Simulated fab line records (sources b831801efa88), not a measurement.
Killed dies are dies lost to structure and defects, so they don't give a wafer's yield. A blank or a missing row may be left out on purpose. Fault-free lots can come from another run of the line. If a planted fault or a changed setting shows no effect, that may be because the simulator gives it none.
The tool behind it: which one? :: flow sky130 :: 6 lots with 17 wafers sampled at 2 steps, on a route of 708 steps

== WHAT THE GAUGES SHOWED, per wafer ==
SKY_LDD_LDN_TW_MEAS_13.
lot: L194
measured: day 24 07:01
on: film_metro-03
LDD_LDN_TW: 1484 1482 1481

lot: L196
measured: day 25 03:48
on: film_metro-03
LDD_LDN_TW: 1482 1480 1478

lot: L198
measured: day 25 10:56
on: film_metro-04
LDD_LDN_TW: 1470 1470 1481

lot: L203
measured: day 27 04:14
on: film_metro-03
LDD_LDN_TW: 1480 1483 1475

lot: L205
measured: day 27 22:50
on: film_metro-04
LDD_LDN_TW: 1480 1473 1472

lot: L212
measured: day 30 09:52
on: film_metro-01
LDD_LDN_TW: 1450 1457

== WHICH TOOL RAN EACH LOT (tool, then ch and the chambers of the sampled wafers, then the start) ==
lot: L194
SKY_FIELD_ISO_ETCH_17: rie_si-01 ch 0,2, day 2 10:35

lot: L196
SKY_FIELD_ISO_ETCH_17: rie_si-01 ch 0,1, day 3 02:54

lot: L198
SKY_FIELD_ISO_ETCH_17: rie_si-02 ch 0,2,3, day 3 08:57

lot: L203
SKY_FIELD_ISO_ETCH_17: rie_si-01 ch 0,3, day 4 10:07

lot: L205
SKY_FIELD_ISO_ETCH_17: rie_si-01 ch 1,3, day 4 21:16

lot: L212
SKY_FIELD_ISO_ETCH_17: rie_si-01 ch 2, day 6 10:10
- SKY_FIELD_ISO_ETCH_17: etches Si in HBr/Cl2/O2, target depth 342 nm, time 97.7 s.

== THE ANSWER, worked out from the rows above alone ==
Rule: what is usual is taken from the lots themselves. The widest of any qualifying gaps counts: lots, ordered by their means at a reading, are off when they make up no more than a third of the lots, leave a main group of 4 or more, and stand apart from it by 3 or more times the standard deviation of that group's means. A main group whose means are all the same, to the digits that the tables above print for the reading, isn't used. Also off: a lot with no number at a reading for which 4 or more lots have one. All remaining lots with rows at the step are treated as sound.
Off: L212, at SKY_LDD_LDN_TW_MEAS_13 (LDD_LDN_TW). Mean 1478 and standard deviation 3.2 in the main group.
A tool fits if, at a process step before that reading, it ran every lot that is off, and no sound lot after the first of them. Gauges at SKY_LDD_LDN_TW_MEAS_13: tried the same way as those tools. This does not decide it: 2 tools fit, namely rie_si-01 at SKY_FIELD_ISO_ETCH_17 and film_metro-01 at SKY_LDD_LDN_TW_MEAS_13.

== WHAT THE SIMULATOR HAD INSERTED ==
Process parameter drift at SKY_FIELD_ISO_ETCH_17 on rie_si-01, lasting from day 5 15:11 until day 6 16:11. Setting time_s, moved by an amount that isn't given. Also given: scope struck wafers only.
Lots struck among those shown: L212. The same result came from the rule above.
